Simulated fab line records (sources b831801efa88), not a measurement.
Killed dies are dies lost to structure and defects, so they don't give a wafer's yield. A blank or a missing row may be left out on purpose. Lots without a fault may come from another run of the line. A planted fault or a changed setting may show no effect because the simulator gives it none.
fab line records    flow sky130
record lots=6  wafers=18  last_day=50
route steps=708 shown METAL3@556 PAD_OPEN@708
lots that met no fault: from a run of the same line without faults
start_h: the number of hours between the record's first day and the start of the first shown wafer of the lot    wait_h: time in hours since the lot's previous step    " identical to the entry in the row above    L1.1+2: several wafers, shown together as one row    - either no value or no given start    * or withheld: withheld    < > ~ a bound
route shown NAME@n: NAME is a module with steps in the file, n the number in the route of the first one    usual: mean/standard deviation of fault-free wafers    same: alike in all rows    chamber/n: place in a boat    sites: the reading at each site    _std_site: how widely they spread, as a standard deviation    _edge_site: outer sites' mean less inner sites'    radius_mm: for every site, how far away it sits from the centre of the wafer    mask NAME#n: copy n    behind: the last tool/chamber to shape the wafer    hold: cause of the lot's hold/its duration in hours/its outcome    device: names the non-switching transistor (n, p or np)    end of line: tests run on the same wafers once the route is complete    a step with no rows: only its recipe    killed: at the first sort, the dies lost to defects and structure; wafer yield is something else    map: the dies of a wafer, with x for killed, . for not killed, _ for no die there
set.NAME: the setting that was run; set.NAME@STEP: the one run at that earlier step    model.NAME: the simulator's own value behind a step, which no gauge read
lots seen at some steps along the route; tables by step, rows by wafer
services: a tool's chamber out of use, with start hour (start_h, from the record's first day; less than 0 if before it), hours out, and reason
## steps
# step SKY_METAL3_HMDS_06
# recipe prime_time_s=60  prime_temp_c=120
# step SKY_METAL3_COAT_07
# recipe resist=BARC  temp_c=withheld  time_s=withheld  spin_rpm=3000  resist_thk_nm=60
# step SKY_METAL3_COAT_08
# recipe resist=KrF-thick  spin_rpm=3000  resist_thk_nm=1140
# step SKY_METAL3_SOFTBAKE_09
# recipe temp_c=100  time_s=90  resist=KrF-thick
# step SKY_METAL3_EXPOSE_10
# recipe mask_id=MM3  na=0.68  source_shape=annular  sigma_inner=0.4  sigma_outer=0.8  target_cd_nm=300  dose_mj=28
# step SKY_METAL3_PEB_11
# recipe peb_temp_c=withheld  peb_time_s=withheld  resist=KrF-thick
# step SKY_METAL3_DEVELOP_12
# recipe develop_time_s=60  resist=KrF-thick  dev_temp_c=21
# step SKY_METAL3_CD_MEAS_13
# recipe target_cd_nm=300
# usual cd_nm=299.9/1.1
lot.wafer  tool       chamber  start_h  wait_h  cd_nm
L632.1     cd_sem-02  -        902.81   -       297.7
L632.2     "          -        "        "       298.7
L632.6     "          -        "        "       298.1
L633.1     cd_sem-02  -        903.08   -       297.4
L633.2     "          -        "        "       299.4
L633.3     "          -        "        "       298.9
L645.2     cd_sem-02  -        1030.86  -       300.6
L645.4     "          -        "        "       299.8
L645.5     "          -        "        "       300.1
L648.2     cd_sem-01  -        1034.56  -       299.0
L648.4     "          -        "        "       300.2
L648.6     "          -        "        "       300.1
L649.4     cd_sem-01  -        1038.60  -       301.1
L649.5     "          -        "        "       301.2
L649.6     "          -        "        "       301.5
L654.1     cd_sem-02  -        1059.99  -       300.1
L654.2     "          -        "        "       299.6
L654.3     "          -        "        "       300.2
# step SKY_METAL3_OVL_MEAS_14
# usual METAL3_OVL=1/5
lot.wafer  tool        chamber  start_h  wait_h  METAL3_OVL[nm]
L632.1     overlay-01  -        902.93   0.1     -6
L632.2     "           -        "        "       -5
L632.6     "           -        "        "       -3
L633.1     overlay-01  -        903.20   0.1     0
L633.2     "           -        "        "       -2
L633.3     "           -        "        "       1
L645.2     overlay-02  -        1030.97  0.1     -1
L645.4     "           -        "        "       -3
L645.5     "           -        "        "       -5
L648.2     overlay-02  -        1034.67  0.1     -6
L648.4     "           -        "        "       -5
L648.6     "           -        "        "       -2
L649.4     overlay-01  -        1038.68  0.1     8
L649.5     "           -        "        "       10
L649.6     "           -        "        "       14
L654.1     overlay-01  -        1060.11  0.1     2
L654.2     "           -        "        "       -1
L654.3     "           -        "        "       1
# step SKY_METAL3_DESCUM_15
# recipe chemistry=O2  source_power_w=150  bias_power_w=0  pressure_mtorr=10  temp_c=40  time_s=8
# usual drypump_motor_current_A=5.97/0.26  oes_product_au=0.990/0.0089
lot.wafer  tool          chamber  start_h  wait_h  drypump_motor_current_A  oes_product_au  rf_hours_counter_h
L632.1     rie_metal-02  0        902.96   0.0     5.92                     0.985           14
L632.2     "             1        "        "       5.54                     1.000           8
L632.6     "             0        "        "       5.90                     1.004           -
L633.1     rie_metal-02  1        903.24   0.0     5.55                     0.989           8
L633.2     "             0        "        "       5.93                     0.978           14
L633.3     "             0        "        "       5.94                     0.970           -
L645.2     rie_metal-04  0        1031.00  0.0     6.06                     0.994           16
L645.4     "             1        "        "       6.31                     0.982           -
L645.5     "             0        "        "       6.06                     0.989           -
L648.2     rie_metal-03  0        1034.70  0.0     5.76                     1.009           1
L648.4     "             0        "        "       5.74                     0.999           -
L648.6     "             0        "        "       5.76                     0.992           -
L649.4     rie_metal-02  1        1038.71  0.0     5.55                     0.988           -
L649.5     "             0        "        "       5.93                     1.003           -
L649.6     "             1        "        "       5.56                     0.995           -
L654.1     rie_metal-02  0        1060.14  0.0     5.91                     0.985           22
L654.2     "             1        "        "       5.56                     0.992           16
L654.3     "             1        "        "       5.56                     0.984           -
# step SKY_METAL3_ETCH_16
# recipe chemistry=N2/H2  target=BARC  ion_energy_ev=200  bias_w=100  pressure_mtorr=30  n2_flow_sccm=100  h2_flow_sccm=200  icp_w=500  stop_on=SiO2  time_s=88.2  target_depth_a=600
# usual drypump_motor_current_A=5.98/0.27  oes_product_au=0.626/0.0049  throttle_valve_pct=13.205/0.0092
lot.wafer  tool          chamber  start_h  wait_h  drypump_motor_current_A  oes_product_au  rf_hours_counter_h  throttle_valve_pct
L632.1     rie_metal-02  0        902.99   0.0     5.91                     0.620           14                  13.211
L632.2     "             1        "        "       5.56                     0.632           8                   13.228
L632.6     "             0        "        "       5.92                     0.625           -                   13.216
L633.1     rie_metal-02  1        903.27   0.0     5.56                     0.631           8                   13.188
L633.2     "             0        "        "       5.92                     0.624           14                  13.200
L633.3     "             0        "        "       5.94                     0.626           -                   13.208
L645.2     rie_metal-04  0        1031.03  0.0     6.09                     0.624           16                  13.207
L645.4     "             1        "        "       6.34                     0.620           -                   13.213
L645.5     "             0        "        "       6.10                     0.621           -                   13.220
L648.2     rie_metal-03  0        1034.73  0.0     5.73                     0.625           1                   13.196
L648.4     "             0        "        "       5.73                     0.630           -                   13.199
L648.6     "             0        "        "       5.76                     0.628           -                   13.207
L649.4     rie_metal-02  1        1038.76  0.0     5.56                     0.628           -                   13.205
L649.5     "             0        "        "       5.94                     0.624           -                   13.219
L649.6     "             1        "        "       5.56                     0.626           -                   13.220
L654.1     rie_metal-02  0        1060.17  0.0     5.93                     0.638           22                  13.222
L654.2     "             1        "        "       5.54                     0.621           16                  13.206
L654.3     "             1        "        "       5.55                     0.626           -                   13.212
# step SKY_METAL3_ETCH_17
# recipe target=SiO2  stop_on=TiN  chemistry=C4F8/O2/Ar  source_w=1500  bias_w=1200  pressure_mtorr=40  c4f8_flow_sccm=withheld  O2_flow_sccm=6  Ar_flow_sccm=300  time_s=3.9  target_depth_a=150
# usual oes_product_au=0.757/0.0071
lot.wafer  tool         chamber  start_h  wait_h  oes_product_au  rf_hours_counter_h
L632.1     rie_diel-03  2        903.09   0.1     0.749           17
L632.2     "            3        "        "       0.753           16
L632.6     "            0        "        "       0.749           -
L633.1     rie_diel-02  3        903.37   0.1     0.759           16
L633.2     "            1        "        "       0.748           8
L633.3     "            0        "        "       0.757           12
L645.2     rie_diel-03  0        1031.13  0.1     0.751           19
L645.4     "            3        "        "       0.759           20
L645.5     "            2        "        "       0.762           -
L648.2     rie_diel-02  3        1034.83  0.1     0.753           19
L648.4     "            3        "        "       0.753           -
L648.6     "            1        "        "       0.749           -
L649.4     rie_diel-02  3        1038.83  0.0     0.767           20
L649.5     "            1        "        "       0.768           -
L649.6     "            0        "        "       0.775           -
L654.1     rie_diel-03  3        1060.27  0.1     0.764           21
L654.2     "            1        "        "       0.763           20
L654.3     "            0        "        "       0.764           20
# step SKY_METAL3_METAL_ETCH_18
# recipe target_depth_a=8450  stop_on=SiO2  over_etch_frac=0.3  time_s=183.1  chemistry=Cl2/BCl3  resist_sidewall_deg=88  pressure_mtorr=10  icp_w=900  bias_w=48.5  Cl2_flow_sccm=60  bcl3_flow_sccm=30
# usual drypump_motor_current_A=5.95/0.26  oes_product_au=0.867/0.0063  throttle_valve_pct=22.264/0.0099
lot.wafer  tool          chamber  start_h  wait_h  drypump_motor_current_A  oes_product_au  rf_hours_counter_h  throttle_valve_pct  model.KrF-thick_of_METAL3_COAT_08.thk_nm  model.METAL3.cd_nm  model.SiO2_of_VIA2_HDPCVD_00.thk_nm
L632.1     rie_metal-03  1        903.11   0.0     6.20                     0.867           5                   22.283              194.9                                     263.5               446.7
L632.2     "             0        "        "       5.76                     0.860           18                  22.276              179.2                                     267.2               449.5
L632.6     "             0        "        "       5.78                     0.864           -                   22.261              186                                       265.8               448.4
L633.1     rie_metal-03  0        903.39   0.0     5.73                     0.873           18                  22.263              189.3                                     268.6               450.2
L633.2     "             1        "        "       6.18                     0.867           5                   22.241              200.6                                     265.2               448.8
L633.3     "             1        "        "       6.17                     0.869           -                   22.258              205                                       265.7               450.3
L645.2     rie_metal-02  0        1031.15  0.0     5.90                     0.866           19                  22.257              539.7                                     309.7               465.3
L645.4     "             0        "        "       5.91                     0.873           -                   22.277              539                                       309.1               466.9
L645.5     "             0        "        "       5.90                     0.868           -                   22.274              537.5                                     309.8               466.7
L648.2     rie_metal-02  1        1034.85  0.0     5.53                     0.862           14                  22.272              531.8                                     296.4               466
L648.4     "             0        "        "       5.90                     0.861           -                   22.242              534.7                                     308.3               466.7
L648.6     "             1        "        "       5.55                     0.867           -                   22.276              533                                       304.3               466.7
L649.4     rie_metal-04  1        1038.90  0.1     6.33                     0.860           -                   22.263              540.3                                     311.4               467.2
L649.5     "             0        "        "       6.07                     0.858           -                   22.257              537.3                                     302.1               466.6
L649.6     "             1        "        "       6.32                     0.861           -                   22.270              546.7                                     307.5               464.1
L654.1     rie_metal-03  1        1060.29  0.0     6.17                     0.864           15                  22.270              541.4                                     309.9               463.7
L654.2     "             0        "        "       5.73                     0.862           3                   22.249              528                                       297.9               464.5
L654.3     "             1        "        "       6.19                     0.860           -                   22.256              535.1                                     307.8               465.9
# step SKY_METAL3_STRIP_19
# recipe chemistry=O2/N2  power_w=1400  pressure_mtorr=1500  platen_temp_c=withheld  o2_flow_sccm=3000  n2_flow_sccm=300  overash_fraction=0.5
# usual drypump_motor_current_A=6.0/0.49  oes_product_au=0.507/0.0053  strip_time_to_endpoint_s=6.62/0.066
lot.wafer  tool             chamber  start_h  wait_h  drypump_motor_current_A  oes_product_au  rf_hours_counter_h  strip_time_to_endpoint_s
L632.1     plasma_asher-03  1        903.29   0.1     6.3                      0.361           49                  3.11
L632.2     "                0        "        "       5.7                      0.354           49                  2.93
L632.6     "                0        "        "       5.7                      0.361           -                   3.01
L633.1     plasma_asher-03  0        903.57   0.1     5.6                      0.358           49                  3.03
L633.2     "                1        "        "       6.3                      0.359           49                  3.17
L633.3     "                1        "        "       6.3                      0.363           -                   3.21
L645.2     plasma_asher-02  1        1031.32  0.1     6.2                      0.511           118                 6.67
L645.4     "                1        "        "       6.2                      0.511           -                   6.64
L645.5     "                1        "        "       6.2                      0.517           -                   6.63
L648.2     plasma_asher-04  1        1035.02  0.1     6.8                      0.498           29                  6.58
L648.4     "                0        "        "       5.2                      0.510           -                   6.62
L648.6     "                1        "        "       6.7                      0.504           -                   6.58
L649.4     plasma_asher-04  1        1039.06  0.1     6.7                      0.510           -                   6.68
L649.5     "                1        "        "       6.7                      0.514           -                   6.65
L649.6     "                0        "        "       5.2                      0.516           -                   6.73
L654.1     plasma_asher-03  0        1060.47  0.1     5.7                      0.502           65                  6.68
L654.2     "                1        "        "       6.4                      0.503           65                  6.54
L654.3     "                0        "        "       5.7                      0.511           -                   6.60
# step SKY_METAL3_STRIP_20
# recipe chemistry=post_etch_residue_remover  time_s=1200  temp_c=72.5
# step SKY_PAD_OPEN_PROBE_99
lot.wafer  tool       chamber  start_h  wait_h  model.etest.met3.width_nm  model.etest.met3.line_ohm_um
L633.1     prober-01  -        1076.68  0.1     268.4                      0.1575
L633.2     prober-01  -        1076.73  0.1     268.1                      0.1605
L633.3     prober-01  -        1076.78  0.2     264.6                      0.1623
L632.1     prober-02  -        1077.55  0.1     263.5                      0.1625
L632.2     prober-02  -        1077.60  0.1     269.7                      0.1579
L632.6     prober-02  -        1077.80  0.2     263.6                      0.1629
L645.2     prober-01  -        1179.01  0.1     309                        0.1381
L645.4     prober-01  -        1179.11  0.2     310.3                      0.137
L645.5     prober-01  -        1179.16  0.2     309.4                      0.1383
L648.2     prober-01  -        1183.08  0.1     295.4                      0.1435
L648.4     prober-01  -        1183.18  0.2     309.8                      0.14
L648.6     prober-01  -        1183.28  0.2     305.4                      0.139
L649.4     prober-01  -        1185.44  0.2     315.5                      0.1349
L649.5     prober-01  -        1185.49  0.2     301.7                      0.1424
L649.6     prober-01  -        1185.54  0.2     307.7                      0.1401
L654.1     prober-01  -        1203.05  0.1     310.5                      0.1375
L654.2     prober-01  -        1203.10  0.1     296.2                      0.1463
L654.3     prober-01  -        1203.15  0.2     310                        0.1397
# killed by level:class
L645.2 VIA1:geometric_particle:open=13 CONTACT:geometric_particle:open=11 METAL2:geometric_particle:short=8 VIA1:geometric_particle:short=7 FIELD_ISO:geometric_particle:open=6 VIA2:geometric_particle:open=5 LOCAL_INTERCONNECT:geometric_particle:short=4 VIA3:geometric_particle:open=4
L645.4 VIA1:geometric_particle:open=11 CONTACT:geometric_particle:open=9 FIELD_ISO:geometric_particle:open=7 METAL2:geometric_particle:short=6 LI_CONTACT:geometric_particle:open=6 VIA2:geometric_particle:short=6 VIA2:geometric_particle:open=6 VIA3:geometric_particle:open=6
L645.5 VIA1:geometric_particle:open=17 CONTACT:geometric_particle:open=11 CONTACT:geometric_particle:short=8 VIA1:geometric_particle:short=7 FIELD_ISO:geometric_particle:open=6 POLY_GATE:geometric_particle:open=6 LI_CONTACT:geometric_particle:open=6 VIA3:geometric_particle:short=6
L648.2 CONTACT:geometric_particle:open=10 VIA1:geometric_particle:open=8 VIA2:geometric_particle:open=7 LI_CONTACT:geometric_particle:open=6 CONTACT:geometric_particle:short=6 POLY_GATE:geometric_particle:short=5 LOCAL_INTERCONNECT:geometric_particle:short=4 METAL1:geometric_particle:short=4
L648.4 VIA1:geometric_particle:open=9 VIA2:geometric_particle:open=8 METAL2:geometric_particle:short=6 CONTACT:geometric_particle:short=5 CONTACT:geometric_particle:open=5 VIA1:geometric_particle:short=5 VIA3:geometric_particle:open=4 FIELD_ISO:geometric_particle:short=3
L648.6 CONTACT:geometric_particle:open=11 VIA1:geometric_particle:open=9 LI_CONTACT:geometric_particle:open=7 VIA3:geometric_particle:open=5 FIELD_ISO:geometric_particle:short=4 FIELD_ISO:geometric_particle:open=4 METAL2:geometric_particle:short=4 POLY_GATE:geometric_particle:open=3
L649.4 VIA1:geometric_particle:open=16 LI_CONTACT:geometric_particle:open=7 METAL1:geometric_particle:short=6 POLY_GATE:geometric_particle:short=5 CONTACT:geometric_particle:open=5 METAL2:geometric_particle:short=5 POLY_GATE:geometric_particle:open=4 CONTACT:geometric_particle:short=4
L649.5 VIA3:geometric_particle:open=12 CONTACT:geometric_particle:open=10 VIA2:geometric_particle:open=8 VIA1:geometric_particle:open=6 FIELD_ISO:geometric_particle:open=5 METAL2:geometric_particle:short=5 METAL1:geometric_particle:short=5 POLY_GATE:geometric_particle:open=4
L649.6 VIA1:geometric_particle:open=16 LI_CONTACT:geometric_particle:open=9 METAL1:geometric_particle:short=8 CONTACT:geometric_particle:short=7 VIA3:geometric_particle:open=7 CONTACT:geometric_particle:open=4 VIA1:geometric_particle:short=4 METAL2:geometric_particle:short=4
L654.1 VIA1:geometric_particle:open=11 CONTACT:geometric_particle:short=6 VIA1:geometric_particle:short=6 VIA2:geometric_particle:open=6 CONTACT:geometric_particle:open=5 FIELD_ISO:geometric_particle:open=4 POLY_GATE:geometric_particle:short=4 POLY_GATE:geometric_particle:open=4
L654.2 VIA1:geometric_particle:open=11 CONTACT:geometric_particle:open=9 METAL2:geometric_particle:short=9 VIA2:geometric_particle:open=6 LI_CONTACT:geometric_particle:open=6 CONTACT:geometric_particle:short=5 VIA1:geometric_particle:short=4 METAL4:geometric_particle:short=4
L654.3 VIA1:geometric_particle:open=9 CONTACT:geometric_particle:short=9 CONTACT:geometric_particle:open=9 VIA2:geometric_particle:open=8 LI_CONTACT:geometric_particle:open=7 FIELD_ISO:geometric_particle:short=6 METAL1:geometric_particle:short=6 METAL2:geometric_particle:short=6
## services
tool             chamber  start_h  hours  kind
plasma_asher-04  -        879.95   4.5    repair
rie_diel-03      1        882.30   14.7   repair
plasma_asher-02  -        897.75   12.4   repair
rie_metal-03     0        927.17   20.9   repair
rie_diel-03      3        946.18   9.8    repair
rie_metal-02     -        959.01   0.9    repair
plasma_asher-02  -        964.76   2.7    repair
plasma_asher-04  -        980.15   4.3    pm
rie_metal-03     0        997.53   -      clean
rie_metal-03     0        997.53   24.1   scheduled_down
rie_metal-03     0        997.53   24.1   vent_cycle
plasma_asher-02  -        1008.99  0.7    repair
rie_diel-02      2        1009.68  12.5   repair
plasma_asher-03  -        1010.90  2.8    pm
plasma_asher-02  -        1017.11  1.1    repair
plasma_asher-02  -        1033.42  2.4    repair
rie_diel-02      2        1033.80  4.3    repair
plasma_asher-02  -        1034.49  0.6    repair
rie_metal-04     1        1048.17  2.6    repair
rie_diel-03      2        1055.07  6.5    repair
plasma_asher-02  -        1055.25  9.0    pm
plasma_asher-02  0        1055.25  9.0    vent_cycle
rie_metal-04     0        1056.61  1.1    repair
plasma_asher-02  -        1057.98  2.5    repair
## key
first_sign step=SKY_METAL3_STRIP_19  reading=strip_time_to_endpoint_s  direction=down  sigmas=54  usual=*  struck=*
effect step=SKY_METAL3_STRIP_19  reading=oes_product_au  direction=down  sigmas=28  usual=0.507  struck=0.360
model_effect step=SKY_METAL3_METAL_ETCH_18  value=KrF-thick_of_METAL3_COAT_08.thk_nm  without=538.7  struck=192.5
model_effect step=SKY_PAD_OPEN_PROBE_99  value=etest.met3.width_nm  without=304.6  struck=266.3
met_at SKY_METAL3_METAL_ETCH_18
struck_wafers L632.1,L632.2,L632.6,L633.1,L633.2,L633.3
sort_left_out L632.1,L632.2,L632.6,L633.1,L633.2,L633.3
fault kind=process_parameter_drift  tool=rie_metal-03  chamber=-  onset_h=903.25  steps=SKY_METAL3_METAL_ETCH_18  channel=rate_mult  offset=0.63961  shape=step  end_h=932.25
# sort_left_out: the simulated sort isn't trusted on such a fault, so these wafers' sort isn't shown, and their yield isn't known
